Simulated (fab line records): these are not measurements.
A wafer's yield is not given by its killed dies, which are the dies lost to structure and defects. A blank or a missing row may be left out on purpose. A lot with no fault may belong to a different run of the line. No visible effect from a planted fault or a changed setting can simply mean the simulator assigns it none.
The tool behind it: which one? ; flow sky130 ; 15 lots (45 wafers sampled), 1 step of a 708-step route

WHAT EACH GAUGE READ, for each wafer
No reading from a measuring or inspecting step in the record can be judged against a usual standard deviation.

EACH LOT AND THE TOOL THAT RAN IT (in order: tool; ch and the chambers of the sampled wafers; start)
lot;SKY_VT_ADJUST_HVTR_EXPOSE_04
L884;ilineStepper-01 ch 0, day 8 21:57
L887;ilineStepper-01 ch 0, day 9 19:47
L888;ilineStepper-01 ch 0, day 10 00:48
L889;ilineStepper-01 ch 0, day 10 09:22
L890;ilineStepper-02 ch 0, day 10 16:06
L891;ilineStepper-01 ch 0, day 10 18:25
L892;ilineStepper-02 ch 0, day 11 02:55
L893;ilineStepper-02 ch 0, day 11 15:36
L894;ilineStepper-02 ch 0, day 11 20:51
L895;ilineStepper-01 ch 0, day 12 03:29
L896;ilineStepper-02 ch 0, day 12 13:41
L903;ilineStepper-01 ch 0, day 14 11:14
L905;ilineStepper-01, day 15 12:02
L906;ilineStepper-01, day 15 17:43
L907;ilineStepper-01, day 16 01:23
- SKY_VT_ADJUST_HVTR_EXPOSE_04: exposes mask HVTRM, target cd 380 nm.

WHAT THE TOOLS THEMSELVES READ (means of the sampled wafers that have a number; where no wafer has one, the mark that the record gives instead)
SKY_VT_ADJUST_HVTR_EXPOSE_04. Usual: exposureDoseMJCm2 150.03, standard deviation 0.18; focusOffsetNm 0.1 nm, standard deviation 0.55.
lot;tool;exposureDoseMJCm2;focusOffsetNm (nm);flag
L884;ilineStepper-01;149.98;-0.4;
L887;ilineStepper-01;150.15;0.5;
L888;ilineStepper-01;150.12;-0.3;
L889;ilineStepper-01;150.30;0.5;
L890;ilineStepper-02;150.09;0.2;
L891;ilineStepper-01;149.91;-0.1;
L892;ilineStepper-02;149.89;-0.3;
L893;ilineStepper-02;150.08;0.2;
L894;ilineStepper-02;150.19;0.7;
L895;ilineStepper-01;150.01;0.0;
L896;ilineStepper-02;149.90;-0.0;
L903;ilineStepper-01;149.76;0.2;
L905;ilineStepper-01;-;-;OFF
L906;ilineStepper-01;-;-;OFF
L907;ilineStepper-01;-;-;OFF

THE ANSWER, worked out from the rows above alone
Rule: lot off if the mean of its wafers having a number is beyond 3 standard deviations from the usual mean. Also off: a lot with no number at a reading for which 4 or more lots have one. Where the step has rows for the other lots, those lots are counted as sound. After the gauges, taken in route order, come the tools' own readings; for these a lot's mean is taken, as printed above. The first step at which some lot is off is used, and at that step the reading that is off furthest; a lot without a number counts as furthest.
Off: L905, L906, L907, at SKY_VT_ADJUST_HVTR_EXPOSE_04 (exposureDoseMJCm2). Without a number there: L905, L906, L907.
A tool fits if, at that step or a process step before it, it ran every lot that is off, and no sound lot after the first of them. One candidate fits, namely ilineStepper-01 at SKY_VT_ADJUST_HVTR_EXPOSE_04. Its last sound lot is L903 (day 14 11:14), its first lot that is off L905 (day 15 12:02): a fault that began between those two fits.
Blank at SKY_VT_ADJUST_HVTR_EXPOSE_04 on the lots that are off, where sound lots have numbers: exposureDoseMJCm2, focusOffsetNm.

WHAT THE SIMULATOR PUT IN
Beginning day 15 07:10, the whole step at SKY_VT_ADJUST_HVTR_EXPOSE_04 was skipped on ilineStepper-01. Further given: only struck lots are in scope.
Lots struck among those shown: L905, L906, L907. Same finding as the rule above.
